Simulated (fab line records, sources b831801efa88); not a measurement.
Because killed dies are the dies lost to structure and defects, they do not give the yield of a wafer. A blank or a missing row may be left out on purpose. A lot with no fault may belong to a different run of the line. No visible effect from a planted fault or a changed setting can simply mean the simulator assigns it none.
Which tool did it? -- flow sky130 -- 33 wafers from 11 lots sampled at 5 of the route's 708 steps

WHAT THE GAUGES SHOWED, per wafer
SKY_VIA4_RS_MEAS_19: the measuring method here is four-point-probe. Usual: VIA4_W_RS 0.2241 ohm/sq, standard deviation 0.0029.
lot,measured,on,VIA4_W_RS (ohm/sq),flag
L125,day 42 17:57,film_metro-04,0.2245 0.2237 0.2231,
L126,day 43 00:32,film_metro-04,0.2236 0.2266 0.2246,
L127,day 43 03:35,film_metro-02,0.2238 0.2258 0.2210,
L130,day 44 16:32,film_metro-04,0.2237 0.2231 0.2222,
L129,day 44 21:09,film_metro-02,0.2245 0.2210 0.2196,
L131,day 45 02:53,film_metro-04,0.2356 0.2367 0.2368,OFF
L134,day 46 08:32,film_metro-04,0.2281 0.2250 0.2290,
L137,day 46 09:48,film_metro-04,0.2290 0.2243 0.2222,
L140,day 46 12:20,film_metro-02,0.2254 0.2297 0.2297,
L147,day 48 09:35,film_metro-04,0.2204 0.2265 0.2260,
L148,day 48 10:34,film_metro-02,0.2266 0.2239 0.2266,

SKY_VIA4_THK_MEAS_20: measures by xrf. Usual: VIA4_W_THK 503 nm, standard deviation 7.1.
lot,measured,on,VIA4_W_THK (nm),flag
L125,day 42 18:04,film_metro-04,499 501 503,
L126,day 43 00:38,film_metro-04,502 494 501,
L127,day 43 03:41,film_metro-02,504 502 511,
L130,day 44 16:40,film_metro-04,499 501 504,
L129,day 44 21:16,film_metro-02,506 512 516,
L131,day 45 03:00,film_metro-04,480 477 478,OFF
L134,day 46 08:38,film_metro-04,488 493 488,
L137,day 46 09:54,film_metro-04,486 492 500,
L140,day 46 12:27,film_metro-02,508 496 496,
L147,day 48 09:42,film_metro-04,505 491 490,
L148,day 48 10:41,film_metro-02,501 508 500,

TOOL THAT RAN EACH LOT (tool first, then ch and the chambers of the sampled wafers, then the start)
lot,SKY_VIA4_STRIP_13,SKY_VIA4_SPUTTER_17,SKY_VIA4_CVD_18
L125,"plasma_asher-03 ch 0,1, day 42 17:07","pvd_sputter-01, day 42 17:43","cvd_w-02 ch 0,1, day 42 17:47"
L126,"plasma_asher-02 ch 0,1, day 42 23:40","pvd_sputter-04, day 43 00:16","cvd_w-02 ch 0,1, day 43 00:23"
L127,"plasma_asher-02 ch 0,1, day 43 02:43","pvd_sputter-02, day 43 03:20","cvd_w-02 ch 0,1, day 43 03:26"
L130,"plasma_asher-01 ch 0,1, day 44 15:41","pvd_sputter-01, day 44 16:19","cvd_w-02 ch 0,1, day 44 16:23"
L129,"plasma_asher-02 ch 0,1, day 44 20:20","pvd_sputter-04, day 44 20:56","cvd_w-02 ch 0,1, day 44 21:00"
L131,"plasma_asher-02 ch 0,1, day 45 01:59","pvd_sputter-04, day 45 02:40","cvd_w-02 ch 0,1, day 45 02:43"
L134,"plasma_asher-01 ch 0,1, day 46 07:43","pvd_sputter-02, day 46 08:16","cvd_w-01 ch 0,1, day 46 08:23"
L137,"plasma_asher-03 ch 0,1, day 46 08:58","pvd_sputter-01, day 46 09:33","cvd_w-01 ch 0,1, day 46 09:40"
L140,"plasma_asher-03 ch 0,1, day 46 11:29","pvd_sputter-01, day 46 12:07","cvd_w-01 ch 0,1, day 46 12:10"
L147,"plasma_asher-03 ch 0,1, day 48 08:46","pvd_sputter-04, day 48 09:22","cvd_w-02 ch 0,1, day 48 09:26"
L148,"plasma_asher-02 ch 0,1, day 48 09:46","pvd_sputter-01, day 48 10:22","cvd_w-01 ch 0,1, day 48 10:25"
- SKY_VIA4_STRIP_13: strips in O2/N2.
- SKY_VIA4_SPUTTER_17: material TiN, target thk 20 nm, time 80 s.
- SKY_VIA4_CVD_18: deposits W, target thk 505 nm, time 152.14 s.

AS READ BY THE TOOLS THEMSELVES (means over the sampled wafers that have a number; for cases with no such wafer, the mark the record gives instead)
SKY_VIA4_STRIP_13. Usual: drypump_motor_current_A 5.7 A, standard deviation 0.46; oes_product_au 0.710 a.u., standard deviation 0.005; strip_time_to_endpoint_s 12.80 s, standard deviation 0.035.
lot,tool,drypump_motor_current_A (A),oes_product_au (a.u.),strip_time_to_endpoint_s (s),flag
L125,plasma_asher-03,6.3,0.709,12.78,
L126,plasma_asher-02,5.2,0.708,12.80,
L127,plasma_asher-02,5.2,0.711,12.79,
L130,plasma_asher-01,5.7,0.708,12.78,
L129,plasma_asher-02,5.2,0.711,12.76,
L131,plasma_asher-02,5.3,0.713,12.82,
L134,plasma_asher-01,5.6,0.714,12.80,
L137,plasma_asher-03,6.3,0.704,12.79,
L140,plasma_asher-03,6.2,0.712,12.81,
L147,plasma_asher-03,6.3,0.709,12.85,
L148,plasma_asher-02,5.3,0.702,12.81,

SKY_VIA4_SPUTTER_17. Usual: throttle_valve_pct at 30.1 %, with a standard deviation of 0.98.
lot,tool,throttle_valve_pct (%),flag
L125,pvd_sputter-01,29.9,
L126,pvd_sputter-04,30.3,
L127,pvd_sputter-02,30.4,
L130,pvd_sputter-01,29.2,
L129,pvd_sputter-04,30.6,
L131,pvd_sputter-04,30.3,
L134,pvd_sputter-02,31.1,
L137,pvd_sputter-01,29.2,
L140,pvd_sputter-01,29.3,
L147,pvd_sputter-04,30.4,
L148,pvd_sputter-01,29.2,

SKY_VIA4_CVD_18. Usual: heater_power_w 832 W, standard deviation 55; susceptor_temp_C 400.01 C, standard deviation 0.19.
lot,tool,heater_power_w (W),susceptor_temp_C (C),flag
L125,cvd_w-02,824,400.07,
L126,cvd_w-02,808,400.20,
L127,cvd_w-02,811,399.95,
L130,cvd_w-02,819,400.01,
L129,cvd_w-02,812,399.82,
L131,cvd_w-02,788,397.14,OFF
L134,cvd_w-01,852,399.84,
L137,cvd_w-01,900,399.97,
L140,cvd_w-01,843,399.87,
L147,cvd_w-02,808,400.08,
L148,cvd_w-01,860,400.12,

THE ANSWER, worked out from the rows above alone
Rule: take the mean of a lot's wafers that have a number; if it is more than 3 standard deviations from the usual mean, the lot is off. Also off: a lot with no number at a reading for which 4 or more lots have one. Any other lot the step has rows for is counted as sound. After the gauges, taken in route order, come the tools' own readings; for these a lot's mean is taken, as printed above. At the first step where some lot is off, the reading lying furthest off is the one used; lots without a number count as furthest.
Off: at SKY_VIA4_RS_MEAS_19 (VIA4_W_RS), L131.
A tool fits if, at a process step before that reading, it ran every lot that is off, and no sound lot after the first of them. The gauges at SKY_VIA4_RS_MEAS_19 aren't tried: what is off there is off at SKY_VIA4_CVD_18 too, on other tools, and a gauge's error can't cause that. Not one of the candidates tried fits.

WHAT THE SIMULATOR HAD PUT IN
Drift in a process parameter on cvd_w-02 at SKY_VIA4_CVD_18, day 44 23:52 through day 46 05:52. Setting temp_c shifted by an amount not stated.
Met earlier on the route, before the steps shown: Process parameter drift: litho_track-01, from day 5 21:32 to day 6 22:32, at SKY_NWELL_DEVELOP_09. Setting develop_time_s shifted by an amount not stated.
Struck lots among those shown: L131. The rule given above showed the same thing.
